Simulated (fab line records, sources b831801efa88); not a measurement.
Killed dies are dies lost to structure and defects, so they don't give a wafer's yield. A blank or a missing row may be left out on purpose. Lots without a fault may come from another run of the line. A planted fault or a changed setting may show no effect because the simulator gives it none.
Chamber matching | flow sky130 | SKY_CAP2M_CVD_00 on pecvd-01: 3 sister chambers
The step deposits SiO2, target thk 15.5 nm. 6 wafers are shown with their chamber, then 8 later ones without.

WAFERS WITH THEIR CHAMBER
wafer  | chamber | heater_power_w (W)
L089.2 | 1       | 649
L089.3 | 2       | 721
L089.4 | 1       | 642
L089.5 | 2       | 701
L089.6 | 0       | 719
L093.1 | 0       | 777

WAFERS WITHOUT THEIR CHAMBER
wafer  | heater_power_w (W)
L093.5 | 642
L093.6 | 739
L095.1 | 749
L095.3 | 629
L095.6 | 757
L097.1 | 684
L097.2 | 624
L097.3 | 748

WHICH CHAMBER EACH WENT THROUGH
wafer  | from the rows above          | in truth
L093.5 | 1                            | 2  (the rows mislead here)
L093.6 | can't be placed: 0 or 2      | 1
L095.1 | can't be placed: 0 or 2      | 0
L095.3 | 1                            | 1
L095.6 | can't be placed: 0 or 2      | 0
L097.1 | can't be placed: 2 or 1 or 0 | 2
L097.2 | 1                            | 1
L097.3 | can't be placed: 0 or 2      | 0
Placed correctly: 2 of 8. Can't be placed from these rows: 5 (the true chamber is among the candidates in 4). Placed wrongly: 1.
How it was worked out, from the rows above alone: a wafer's distance from a chamber is the root of the sum, over the readings, of the square of ((its reading less the chamber's mean) divided by the reading's scatter). The wafer belongs to the nearest chamber; if the next one is less than 2 further off, it can't be placed. A chamber's mean is the mean of its shown wafers. The scatter: the root of (the sum of the squares of (reading less its chamber's mean) over the shown wafers, divided by (wafers less chambers)).
